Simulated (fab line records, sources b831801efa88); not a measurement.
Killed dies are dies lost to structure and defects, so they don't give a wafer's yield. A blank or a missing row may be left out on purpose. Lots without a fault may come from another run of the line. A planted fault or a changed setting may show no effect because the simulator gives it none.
One fault seen from 2 desks | flow gf180mcu | each desk has only its own numbers; what lay behind them comes last

THE TOOL OWNER'S DESK: rie_si-02
The tool's own readings at GF_STI_ETCH_14 (etches Si in HBr/Cl2/O2, target depth 360 nm, time 102.9 s): means of the sampled wafers that have a number, for each lot that ran on this tool. A lot is out of limits, marked OUT, if its mean lies more than 4 standard deviations from the usual mean; the brackets give that distance.
Columns: A = drypump_motor_current_A at GF_STI_ETCH_14, usual 5.8 A; B = oes_product_au at GF_STI_ETCH_14, usual 1.000 a.u.; C = throttle_valve_pct at GF_STI_ETCH_14, usual 25.657 %
lot  | first seen here | A   | B     | C
L762 | day 2 11:49     | 5.7 | 0.993 | 25.656
L763 | day 2 17:19     | 5.5 | 0.993 | 25.658
L764 | day 2 22:11     | 5.6 | 1.005 | 25.657
L768 | day 3 19:11     | 5.6 | 1.011 | 25.654
L771 | day 4 10:14     | 5.7 | 1.002 | 25.648
L776 | day 5 13:02     | 5.7 | 1.028 | 25.637
L781 | day 6 13:49     | 5.6 | 1.022 | 25.639
This desk's finding: nothing out of limits on any of the 7 lots.

THE METROLOGY DESK
What the gauges read, lot by lot, whatever tool the lot ran on: means of the sampled wafers that have a number. A lot is out of limits, marked OUT, if its mean lies more than 4 standard deviations from the usual mean; the brackets give that distance.
Columns: A = V3_CVD_02_THK at GF_V3_THK_MEAS_03, usual 851 nm
lot  | first seen here | A
L760 | day 21 18:01    | 861
L762 | day 22 12:00    | 862
L763 | day 22 13:19    | 840
L764 | day 23 05:44    | 860
L766 | day 23 21:26    | 843
L768 | day 24 09:57    | 864
L771 | day 25 06:35    | 865
L772 | day 25 16:25    | 836
L776 | day 27 03:20    | 847
L777 | day 27 07:50    | 843
L781 | day 28 07:18    | 835
L782 | day 29 01:44    | 868
This desk's finding: nothing out of limits on any of the 12 lots.

PUT TOGETHER
The tool owner's desk saw nothing out of limits.
The metrology desk saw nothing out of limits.

WHAT THE SIMULATOR HAD PUT IN
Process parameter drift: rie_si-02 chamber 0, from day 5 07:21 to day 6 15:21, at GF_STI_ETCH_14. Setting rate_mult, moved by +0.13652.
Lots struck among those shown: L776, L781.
